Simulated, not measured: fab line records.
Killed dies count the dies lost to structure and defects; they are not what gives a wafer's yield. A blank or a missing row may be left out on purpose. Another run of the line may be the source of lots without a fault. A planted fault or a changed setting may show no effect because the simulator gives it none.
Chamber matching ; flow gf180mcu ; GF_V5_CMP_04 on cmp-01 has 4 sister chambers
The step polishes SiO2. 4 wafers are shown with their chamber, then 9 later ones without.

== WAFERS, EACH WITH ITS CHAMBER ==
wafer;chamber;motorCurrentA (A)
L566.4;1;9.5
L570.2;2;10.8
L570.4;3;12.1
L570.5;0;12.9

== WAFERS WHOSE CHAMBER IS MISSING ==
wafer;motorCurrentA (A)
L572.2;10.6
L572.3;12.1
L572.6;12.2
L575.3;12.1
L575.5;12.6
L575.6;10.7
L576.2;10.7
L576.3;12.2
L576.4;9.4

== EACH ONE'S CHAMBER ==
wafer;from the rows above;in truth
L572.2;2;2
L572.3;3;3
L572.6;3;3
L575.3;3;3
L575.5;can't be placed: 0 or 3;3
L575.6;2;2
L576.2;2;2
L576.3;3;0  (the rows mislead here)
L576.4;1;1
Correctly placed: 7 of 9. From these rows, 1 cannot be placed; in 1 the true chamber is one of the candidates. Placed wrongly: 1.
How it was worked out, from the rows above alone: a wafer's distance from a chamber is the root of the sum, over the readings, of the square of ((its reading less the chamber's mean) divided by the reading's scatter). The wafer belongs to the nearest chamber; if the next one is less than 2 further off, it can't be placed. For every chamber, the mean is computed from those of its wafers that are shown. The scatter: root of mean squared gap, hidden wafer to nearest shown wafer, with one shown wafer a chamber.
